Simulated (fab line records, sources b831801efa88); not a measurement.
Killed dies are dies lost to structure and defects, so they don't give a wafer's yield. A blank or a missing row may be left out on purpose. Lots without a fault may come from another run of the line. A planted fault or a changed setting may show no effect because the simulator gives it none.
A sampling plan put to the test | flow sky130 | one fab line, 54 faults that these records tell of, each judged on the records of the lots that it struck
The plan is the line's own looks: the steps of the route at which a gauge or an inspection reads the wafer and doesn't change it. A look can be judged if struck wafers have a number there and the file gives its usual mean and standard deviation on fault-free wafers. Caught: at a look after the fault's first step, the mean of the struck wafers lies 4 or more of those standard deviations (sigma) from the usual mean. On the tool: the same test on the tool's own readings at the fault's steps. Another recipe on the struck wafers, or a record that is blank for them alone, also counts as caught.

THE FAULTS, as the simulator had put them in
1. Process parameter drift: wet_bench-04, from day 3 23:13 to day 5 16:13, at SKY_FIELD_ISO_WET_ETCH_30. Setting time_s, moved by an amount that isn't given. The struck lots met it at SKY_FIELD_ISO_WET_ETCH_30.
2. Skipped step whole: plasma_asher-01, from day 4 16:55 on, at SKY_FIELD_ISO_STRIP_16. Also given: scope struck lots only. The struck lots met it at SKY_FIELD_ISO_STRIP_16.
3. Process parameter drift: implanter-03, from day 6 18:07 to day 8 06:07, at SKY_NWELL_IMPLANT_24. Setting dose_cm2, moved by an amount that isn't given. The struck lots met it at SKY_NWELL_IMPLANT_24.
4. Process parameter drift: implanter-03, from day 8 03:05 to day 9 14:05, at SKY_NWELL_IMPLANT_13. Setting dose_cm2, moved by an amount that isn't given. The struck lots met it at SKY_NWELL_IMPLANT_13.
5. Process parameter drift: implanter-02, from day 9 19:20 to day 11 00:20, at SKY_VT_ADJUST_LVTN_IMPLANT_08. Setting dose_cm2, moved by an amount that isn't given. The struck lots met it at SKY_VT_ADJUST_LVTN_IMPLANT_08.
6. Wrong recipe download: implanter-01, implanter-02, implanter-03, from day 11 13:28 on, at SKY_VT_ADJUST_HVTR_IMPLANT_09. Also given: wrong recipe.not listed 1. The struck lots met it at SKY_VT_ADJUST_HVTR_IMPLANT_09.
7. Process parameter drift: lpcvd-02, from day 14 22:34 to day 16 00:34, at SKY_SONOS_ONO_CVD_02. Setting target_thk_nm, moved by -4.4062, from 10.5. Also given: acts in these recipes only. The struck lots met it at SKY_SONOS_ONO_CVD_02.
8. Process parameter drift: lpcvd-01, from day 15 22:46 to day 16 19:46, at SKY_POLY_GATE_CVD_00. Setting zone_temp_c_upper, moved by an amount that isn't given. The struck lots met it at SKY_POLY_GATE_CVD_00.
9. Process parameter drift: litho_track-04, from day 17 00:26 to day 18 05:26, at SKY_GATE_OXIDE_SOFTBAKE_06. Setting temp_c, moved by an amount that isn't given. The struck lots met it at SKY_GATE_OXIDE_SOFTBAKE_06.
10. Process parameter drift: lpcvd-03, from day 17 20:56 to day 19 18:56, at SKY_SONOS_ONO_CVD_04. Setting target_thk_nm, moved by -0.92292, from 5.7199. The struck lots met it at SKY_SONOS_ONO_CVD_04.
11. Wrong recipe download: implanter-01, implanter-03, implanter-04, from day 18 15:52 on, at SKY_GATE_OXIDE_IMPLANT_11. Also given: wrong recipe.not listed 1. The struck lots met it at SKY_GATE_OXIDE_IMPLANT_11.
12. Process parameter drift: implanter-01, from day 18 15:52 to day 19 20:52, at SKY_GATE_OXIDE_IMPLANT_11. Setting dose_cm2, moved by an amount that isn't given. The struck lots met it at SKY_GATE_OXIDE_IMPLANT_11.
13. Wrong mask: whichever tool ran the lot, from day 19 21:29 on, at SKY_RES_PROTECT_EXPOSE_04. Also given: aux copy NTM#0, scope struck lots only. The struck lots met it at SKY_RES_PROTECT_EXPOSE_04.
14. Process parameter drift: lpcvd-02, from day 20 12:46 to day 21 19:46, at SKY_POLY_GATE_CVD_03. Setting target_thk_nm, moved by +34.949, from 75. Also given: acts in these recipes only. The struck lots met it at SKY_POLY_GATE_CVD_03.
15. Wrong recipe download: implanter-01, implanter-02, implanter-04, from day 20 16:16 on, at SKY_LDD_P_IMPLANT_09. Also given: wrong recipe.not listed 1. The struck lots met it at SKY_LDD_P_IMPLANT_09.
16. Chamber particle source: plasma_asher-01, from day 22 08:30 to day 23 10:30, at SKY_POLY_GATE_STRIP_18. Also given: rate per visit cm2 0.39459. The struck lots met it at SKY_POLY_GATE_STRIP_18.
17. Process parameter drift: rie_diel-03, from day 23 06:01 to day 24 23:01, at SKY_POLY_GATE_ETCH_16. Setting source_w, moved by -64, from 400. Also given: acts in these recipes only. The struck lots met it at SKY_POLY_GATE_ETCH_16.
18. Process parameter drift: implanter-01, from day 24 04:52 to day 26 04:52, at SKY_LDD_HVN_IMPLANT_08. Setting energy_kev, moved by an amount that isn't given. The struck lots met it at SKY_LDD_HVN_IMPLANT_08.
19. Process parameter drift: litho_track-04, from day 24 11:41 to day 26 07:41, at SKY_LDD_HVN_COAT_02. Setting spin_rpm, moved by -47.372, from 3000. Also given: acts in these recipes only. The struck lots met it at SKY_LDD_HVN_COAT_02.
20. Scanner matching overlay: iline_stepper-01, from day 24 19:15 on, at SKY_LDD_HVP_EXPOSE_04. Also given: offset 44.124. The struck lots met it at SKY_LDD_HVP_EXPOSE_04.
21. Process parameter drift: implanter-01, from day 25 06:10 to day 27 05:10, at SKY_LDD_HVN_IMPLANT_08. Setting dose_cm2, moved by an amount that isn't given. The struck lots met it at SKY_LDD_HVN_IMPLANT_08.
22. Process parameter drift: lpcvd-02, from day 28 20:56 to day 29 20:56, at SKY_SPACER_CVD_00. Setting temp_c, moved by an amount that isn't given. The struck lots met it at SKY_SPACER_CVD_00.
23. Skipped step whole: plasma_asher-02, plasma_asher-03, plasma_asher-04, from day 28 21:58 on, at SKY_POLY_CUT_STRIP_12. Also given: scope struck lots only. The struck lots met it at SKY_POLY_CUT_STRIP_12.
24. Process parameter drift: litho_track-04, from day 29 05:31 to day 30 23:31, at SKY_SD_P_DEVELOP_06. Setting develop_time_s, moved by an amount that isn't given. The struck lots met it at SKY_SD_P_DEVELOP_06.
25. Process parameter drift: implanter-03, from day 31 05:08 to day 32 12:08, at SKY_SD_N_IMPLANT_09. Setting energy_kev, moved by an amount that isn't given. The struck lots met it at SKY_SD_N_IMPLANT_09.
26. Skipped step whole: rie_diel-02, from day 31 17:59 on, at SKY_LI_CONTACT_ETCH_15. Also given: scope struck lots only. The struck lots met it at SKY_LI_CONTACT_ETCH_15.
27. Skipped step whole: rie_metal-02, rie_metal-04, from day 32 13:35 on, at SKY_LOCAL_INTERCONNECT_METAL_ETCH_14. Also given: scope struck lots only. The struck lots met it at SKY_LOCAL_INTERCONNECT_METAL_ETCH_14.
28. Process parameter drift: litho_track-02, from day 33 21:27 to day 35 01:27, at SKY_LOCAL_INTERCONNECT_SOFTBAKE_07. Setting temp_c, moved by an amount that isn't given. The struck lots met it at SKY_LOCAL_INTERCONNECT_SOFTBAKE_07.
29. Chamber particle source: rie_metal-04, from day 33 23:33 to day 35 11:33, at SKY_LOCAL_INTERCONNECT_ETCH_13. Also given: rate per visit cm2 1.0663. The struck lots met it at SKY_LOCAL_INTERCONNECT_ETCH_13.
30. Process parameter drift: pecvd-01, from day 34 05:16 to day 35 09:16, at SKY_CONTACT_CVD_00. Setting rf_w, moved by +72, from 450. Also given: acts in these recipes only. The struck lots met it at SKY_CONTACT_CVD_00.
31. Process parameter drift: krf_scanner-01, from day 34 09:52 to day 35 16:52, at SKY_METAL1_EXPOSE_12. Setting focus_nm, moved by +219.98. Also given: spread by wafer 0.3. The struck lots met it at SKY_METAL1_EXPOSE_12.
32. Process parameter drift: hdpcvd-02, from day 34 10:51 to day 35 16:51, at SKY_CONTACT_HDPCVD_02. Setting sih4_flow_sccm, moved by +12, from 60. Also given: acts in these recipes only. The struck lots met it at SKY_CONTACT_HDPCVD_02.
33. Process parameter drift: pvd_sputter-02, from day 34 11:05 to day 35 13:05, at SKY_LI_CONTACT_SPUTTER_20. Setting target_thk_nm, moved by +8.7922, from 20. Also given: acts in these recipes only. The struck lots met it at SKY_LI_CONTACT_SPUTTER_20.
34. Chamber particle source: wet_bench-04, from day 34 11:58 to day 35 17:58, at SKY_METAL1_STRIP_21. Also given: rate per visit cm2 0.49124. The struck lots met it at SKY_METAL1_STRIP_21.
35. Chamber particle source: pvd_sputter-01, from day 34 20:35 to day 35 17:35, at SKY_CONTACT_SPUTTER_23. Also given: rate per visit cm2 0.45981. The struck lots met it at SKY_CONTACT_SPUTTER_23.
36. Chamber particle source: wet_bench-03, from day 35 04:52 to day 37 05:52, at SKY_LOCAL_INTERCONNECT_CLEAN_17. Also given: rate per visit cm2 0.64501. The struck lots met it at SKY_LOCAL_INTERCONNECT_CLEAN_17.
37. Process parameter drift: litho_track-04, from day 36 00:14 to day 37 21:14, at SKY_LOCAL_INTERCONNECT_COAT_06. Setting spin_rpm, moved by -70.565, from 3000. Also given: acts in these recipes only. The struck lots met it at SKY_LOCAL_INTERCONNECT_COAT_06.
38. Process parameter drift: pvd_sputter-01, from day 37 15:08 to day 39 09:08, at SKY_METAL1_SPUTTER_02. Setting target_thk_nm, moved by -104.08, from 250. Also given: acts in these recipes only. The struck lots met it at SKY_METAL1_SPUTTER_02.
39. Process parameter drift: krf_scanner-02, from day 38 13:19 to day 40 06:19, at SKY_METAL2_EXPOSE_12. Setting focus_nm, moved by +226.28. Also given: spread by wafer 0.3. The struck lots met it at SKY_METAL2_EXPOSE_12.
40. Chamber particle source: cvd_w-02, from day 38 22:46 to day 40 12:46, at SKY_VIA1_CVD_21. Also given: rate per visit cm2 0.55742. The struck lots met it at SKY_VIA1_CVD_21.
41. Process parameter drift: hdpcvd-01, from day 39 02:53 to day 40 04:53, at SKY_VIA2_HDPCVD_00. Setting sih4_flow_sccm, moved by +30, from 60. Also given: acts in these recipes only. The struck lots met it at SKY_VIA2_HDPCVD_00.
42. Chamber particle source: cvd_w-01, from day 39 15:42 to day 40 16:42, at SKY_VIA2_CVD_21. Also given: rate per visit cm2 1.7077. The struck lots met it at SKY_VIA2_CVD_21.
43. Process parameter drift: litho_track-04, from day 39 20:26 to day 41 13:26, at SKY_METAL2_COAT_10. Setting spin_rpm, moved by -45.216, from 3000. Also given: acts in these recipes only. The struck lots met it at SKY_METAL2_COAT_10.
44. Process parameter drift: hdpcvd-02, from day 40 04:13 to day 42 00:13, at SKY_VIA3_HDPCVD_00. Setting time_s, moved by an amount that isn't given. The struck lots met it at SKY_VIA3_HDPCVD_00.
45. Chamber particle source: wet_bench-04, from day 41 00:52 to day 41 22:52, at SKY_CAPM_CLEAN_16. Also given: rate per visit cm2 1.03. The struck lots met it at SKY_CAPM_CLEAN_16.
46. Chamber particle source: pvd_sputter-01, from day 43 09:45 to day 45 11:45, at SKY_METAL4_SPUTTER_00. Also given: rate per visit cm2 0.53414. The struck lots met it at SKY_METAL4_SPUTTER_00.
47. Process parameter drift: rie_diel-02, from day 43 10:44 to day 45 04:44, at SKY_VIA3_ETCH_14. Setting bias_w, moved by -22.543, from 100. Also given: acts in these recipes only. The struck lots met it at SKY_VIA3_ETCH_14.
48. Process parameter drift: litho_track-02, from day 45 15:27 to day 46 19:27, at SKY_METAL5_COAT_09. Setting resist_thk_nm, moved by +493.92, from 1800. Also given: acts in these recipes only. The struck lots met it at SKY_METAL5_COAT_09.
49. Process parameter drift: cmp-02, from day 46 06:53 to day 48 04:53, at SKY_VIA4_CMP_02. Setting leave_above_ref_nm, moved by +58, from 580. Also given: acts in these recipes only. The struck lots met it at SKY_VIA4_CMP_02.
50. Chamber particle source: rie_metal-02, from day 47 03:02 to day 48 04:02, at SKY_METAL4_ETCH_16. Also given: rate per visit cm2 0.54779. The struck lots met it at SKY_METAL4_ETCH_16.
51. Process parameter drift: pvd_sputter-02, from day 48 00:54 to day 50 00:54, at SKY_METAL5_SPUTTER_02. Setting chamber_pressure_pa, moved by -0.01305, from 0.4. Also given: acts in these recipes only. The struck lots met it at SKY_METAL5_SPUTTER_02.
52. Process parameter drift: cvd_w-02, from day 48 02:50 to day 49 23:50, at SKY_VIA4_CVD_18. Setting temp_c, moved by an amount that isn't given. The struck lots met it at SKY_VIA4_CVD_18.
53. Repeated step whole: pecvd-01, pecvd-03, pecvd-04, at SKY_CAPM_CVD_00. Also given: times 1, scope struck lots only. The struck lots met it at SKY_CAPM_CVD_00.
54. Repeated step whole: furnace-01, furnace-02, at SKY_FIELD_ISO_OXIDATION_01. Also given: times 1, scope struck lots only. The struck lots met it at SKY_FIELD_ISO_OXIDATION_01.

WHAT THE PLAN SAW
fault | on the tool itself                               | first look that catches it                      | reading, sigma                                                 | median hours from its first step to that look | hours from the fault's start to the first struck lot there | judged looks passed uncaught
1     | run_length_s -9.1 sigma                          | none of the 4 looks that can be judged after it | -                                                              | -                                             | -                                                          | 4
2     | the tool's record is blank for the struck wafers | no look after it can be judged                  | -                                                              | -                                             | -                                                          | 0
3     | dose_ions_cm2 +99 or beyond sigma                | SKY_NWELL_TW_MEAS_26                            | NWELL_2_TW +15                                                 | 0.2                                           | 3                                                          | 0
4     | dose_ions_cm2 -99 or beyond sigma                | SKY_NWELL_RS_MEAS_29                            | NWELL_RS +5.1                                                  | 21.8                                          | 26                                                         | 0
5     | dose_ions_cm2 +99 or beyond sigma                | SKY_VT_ADJUST_LVTN_TW_MEAS_10                   | VT_ADJUST_LVTN_TW +16                                          | 0.2                                           | 3                                                          | 0
6     | no reading that can be judged                    | SKY_VT_ADJUST_HVTR_TW_MEAS_11                   | VT_ADJUST_HVTR_TW +54                                          | 0.2                                           | 4                                                          | 0
7     | under 2 sigma                                    | SKY_SONOS_ONO_THK_MEAS_03                       | SONOS_ONO_CVD_02_THK -33                                       | 1.1                                           | 3                                                          | 0
8     | spike_tc_upper_C -66 sigma                       | SKY_POLY_GATE_THK_MEAS_01                       | POLY_GATE_CVD_00_THK -44                                       | 1.2                                           | 5                                                          | 0
9     | heater_power_total_W +99 or beyond sigma         | no look after it can be judged                  | -                                                              | -                                             | -                                                          | 0
10    | under 2 sigma                                    | SKY_SONOS_ONO_THK_MEAS_05                       | SONOS_ONO_CVD_04_THK -9.1                                      | 1.2                                           | 8                                                          | 0
11    | no reading that can be judged                    | SKY_GATE_OXIDE_TW_MEAS_14                       | GATE_OXIDE_TW +42                                              | 0.3                                           | 3                                                          | 0
12    | dose_ions_cm2 +99 or beyond sigma                | SKY_GATE_OXIDE_TW_MEAS_14                       | GATE_OXIDE_TW +40                                              | 0.3                                           | 3                                                          | 0
13    | no reading that can be judged                    | SKY_RES_PROTECT_TW_MEAS_08                      | POLY_GATE_TW -99 or beyond                                     | 15.1                                          | 18                                                         | 0
14    | no reading that can be judged                    | SKY_POLY_GATE_THK_MEAS_04                       | POLY_GATE_CVD_03_THK +58                                       | 1.4                                           | 4                                                          | 0
15    | under 2 sigma                                    | SKY_LDD_P_TW_MEAS_11                            | LDD_P_TW -34                                                   | 0.2                                           | 8                                                          | 0
16    | under 2 sigma                                    | none of the 3 looks that can be judged after it | -                                                              | -                                             | -                                                          | 3
17    | rf_fwd_power_W -45 sigma                         | no look after it can be judged                  | -                                                              | -                                             | -                                                          | 0
18    | beam_energy_keV +99 or beyond sigma              | no look after it can be judged                  | -                                                              | -                                             | -                                                          | 0
19    | spin_speed_rpm -20 sigma                         | not the one look that can be judged after it    | -                                                              | -                                             | -                                                          | 1
20    | no reading that can be judged                    | SKY_LDD_HVP_OVL_MEAS_07                         | LDD_HVP_OVL +28                                                | 15.0                                          | 18                                                         | 0
21    | dose_ions_cm2 +99 or beyond sigma                | not the one look that can be judged after it    | strongest: LDD_HVN_TW at SKY_LDD_HVN_TW_MEAS_10, +3.9          | -                                             | -                                                          | 1
22    | susceptor_temp_C +32 sigma                       | SKY_SPACER_THK_MEAS_01                          | SPACER_CVD_00_THK +24                                          | 1.2                                           | 12                                                         | 0
23    | the tool's record is blank for the struck wafers | SKY_SD_P_TW_MEAS_11                             | SD_P_TW -68                                                    | 28.7                                          | 33                                                         | 0
24    | no reading that can be judged                    | SKY_SD_P_CD_MEAS_07                             | cd_nm -5.1                                                     | 0.1                                           | 2                                                          | 0
25    | beam_energy_keV +99 or beyond sigma              | SKY_SD_N_TW_MEAS_12                             | SD_N_TW +4.6                                                   | 0.4                                           | 8                                                          | 0
26    | the tool's record is blank for the struck wafers | no look after it can be judged                  | -                                                              | -                                             | -                                                          | 0
27    | the tool's record is blank for the struck wafers | no look after it can be judged                  | -                                                              | -                                             | -                                                          | 0
28    | plate_temp_C -29 sigma                           | none of the 2 looks that can be judged after it | -                                                              | -                                             | -                                                          | 2
29    | under 2 sigma                                    | none of the 2 looks that can be judged after it | -                                                              | -                                             | -                                                          | 2
30    | rf_fwd_power_W +30 sigma                         | not the one look that can be judged after it    | strongest: CONTACT_CVD_00_THK at SKY_CONTACT_THK_MEAS_01, +3.8 | -                                             | -                                                          | 1
31    | exposure_dose_mJ_cm2 -30 sigma                   | SKY_METAL1_CD_MEAS_15                           | cd_nm -12                                                      | 13.0                                          | 44                                                         | 0
32    | sih4_flow_sccm +70 sigma                         | SKY_CONTACT_THK_MEAS_03                         | CONTACT_HDPCVD_THK +18                                         | 0.1                                           | 12                                                         | 0
33    | under 2 sigma                                    | no look after it can be judged                  | -                                                              | -                                             | -                                                          | 0
34    | under 2 sigma                                    | none of the 2 looks that can be judged after it | -                                                              | -                                             | -                                                          | 2
35    | under 2 sigma                                    | not the one look that can be judged after it    | -                                                              | -                                             | -                                                          | 1
36    | no reading that can be judged                    | not the one look that can be judged after it    | -                                                              | -                                             | -                                                          | 1
37    | spin_speed_rpm -28 sigma                         | none of the 2 looks that can be judged after it | -                                                              | -                                             | -                                                          | 2
38    | under 2 sigma                                    | SKY_METAL1_RS_MEAS_05                           | METAL1_ALCU_RS +70                                             | 0.1                                           | 2                                                          | 0
39    | exposure_dose_mJ_cm2 -65 sigma                   | SKY_METAL2_CD_MEAS_15                           | cd_nm -31                                                      | 12.4                                          | 39                                                         | 0
40    | under 2 sigma                                    | not the one look that can be judged after it    | -                                                              | -                                             | -                                                          | 1
41    | sih4_flow_sccm +99 or beyond sigma               | SKY_VIA2_THK_MEAS_01                            | VIA2_HDPCVD_THK +49                                            | 0.1                                           | 4                                                          | 0
42    | under 2 sigma                                    | not the one look that can be judged after it    | -                                                              | -                                             | -                                                          | 1
43    | spin_speed_rpm -20 sigma                         | none of the 2 looks that can be judged after it | -                                                              | -                                             | -                                                          | 2
44    | run_length_s +29 sigma                           | SKY_VIA3_THK_MEAS_01                            | VIA3_HDPCVD_THK +7.1                                           | 0.1                                           | 10                                                         | 0
45    | no reading that can be judged                    | not the one look that can be judged after it    | -                                                              | -                                             | -                                                          | 1
46    | under 2 sigma                                    | no look after it can be judged                  | -                                                              | -                                             | -                                                          | 0
47    | bias_w -77 sigma                                 | no look after it can be judged                  | -                                                              | -                                             | -                                                          | 0
48    | under 2 sigma                                    | no look after it can be judged                  | -                                                              | -                                             | -                                                          | 0
49    | under 2 sigma                                    | not the one look that can be judged after it    | -                                                              | -                                             | -                                                          | 1
50    | under 2 sigma                                    | none of the 5 looks that can be judged after it | -                                                              | -                                             | -                                                          | 5
51    | chamber_pressure_pa -16 sigma                    | none of the 2 looks that can be judged after it | strongest: METAL5_ALCU_RS at SKY_METAL5_RS_MEAS_05, -2.5       | -                                             | -                                                          | 2
52    | susceptor_temp_C -34 sigma                       | SKY_VIA4_RS_MEAS_19                             | VIA4_W_RS +17                                                  | 0.1                                           | 4                                                          | 0
53    | under 2 sigma                                    | SKY_CAPM_THK_MEAS_01                            | CAPM_CVD_00_THK +86                                            | 0.2                                           | -                                                          | 0
54    | under 2 sigma                                    | SKY_FIELD_ISO_THK_MEAS_02                       | FIELD_ISO_OXIDATION_00_THK +31                                 | 3.7                                           | -                                                          | 0
A dash: the fault isn't caught, or these records don't give the number.

Caught at a look: 26 of 54. Caught on the tool: 29 of 54. By one or the other: 41 of 54.
Caught on the tool alone: faults 1, 2, 9, 17, 18, 19, 21, 26, 27, 28, 30, 37, 43, 47, 51.
Caught at a look alone: faults 6, 7, 10, 11, 13, 14, 15, 20, 24, 38, 53, 54.
Caught by neither: faults 16, 29, 33, 34, 35, 36, 40, 42, 45, 46, 48, 49, 50.

THINNER SAMPLING
If the look that catches a fault measured only every second or every third lot, by lot number, the first struck lot would be measured this late in the worst case:
fault | struck lots at that look, in order of time | every lot | every second lot | every third lot
3     | L605, L608, L610                           | 3 h       | 21 h             | may miss all 3
4     | L532, L534                                 | 26 h      | may miss all 2   | may miss all 2
5     | L479, L482                                 | 3 h       | 23 h             | may miss all 2
6     | L306, L307, L308, L309                     | 4 h       | 17 h             | 17 h
7     | L635, L636, L637                           | 3 h       | 8 h              | 17 h
8     | L172, L171, L173                           | 5 h       | 5 h              | 18 h
10    | L911, L912, L913                           | 8 h       | 10 h             | 21 h
11    | L902, L903, L904, L905                     | 3 h       | 11 h             | 26 h
12    | L993, L995                                 | 3 h       | may miss all 2   | may miss all 2
13    | L261                                       | 18 h      | may miss it      | may miss it
14    | L495, L496                                 | 4 h       | 27 h             | may miss all 2
15    | L538, L539, L540                           | 8 h       | 17 h             | 17 h
20    | L853, L857, L858                           | 18 h      | 57 h             | 57 h
22    | L687, L688                                 | 12 h      | 19 h             | may miss all 2
23    | L284, L285, L286                           | 33 h      | 43 h             | 48 h
24    | L736, L737                                 | 2 h       | 7 h              | may miss all 2
25    | L501, L504                                 | 8 h       | 25 h             | may miss all 2
31    | L308                                       | 44 h      | may miss it      | may miss it
32    | L790, L791                                 | 12 h      | 24 h             | may miss all 2
38    | L849, L854                                 | 2 h       | 37 h             | may miss all 2
39    | L844                                       | 39 h      | may miss it      | may miss it
41    | L401, L402                                 | 4 h       | 10 h             | may miss all 2
44    | L975, L978                                 | 10 h      | 38 h             | may miss all 2
52    | L155, L156                                 | 4 h       | 11 h             | may miss all 2
Hours are from the fault's start to the first struck lot that is measured. The limit of 4 sigma was tested on all struck wafers together, so one lot alone may lie under it. Other struck lots may not be in these records.

THE LONGEST TIMED WAY FROM STEP TO LOOK
Fault 23: a median of 28.7 hours passes between SKY_POLY_CUT_STRIP_12 and SKY_SD_P_TW_MEAS_11. No look between them can be judged.
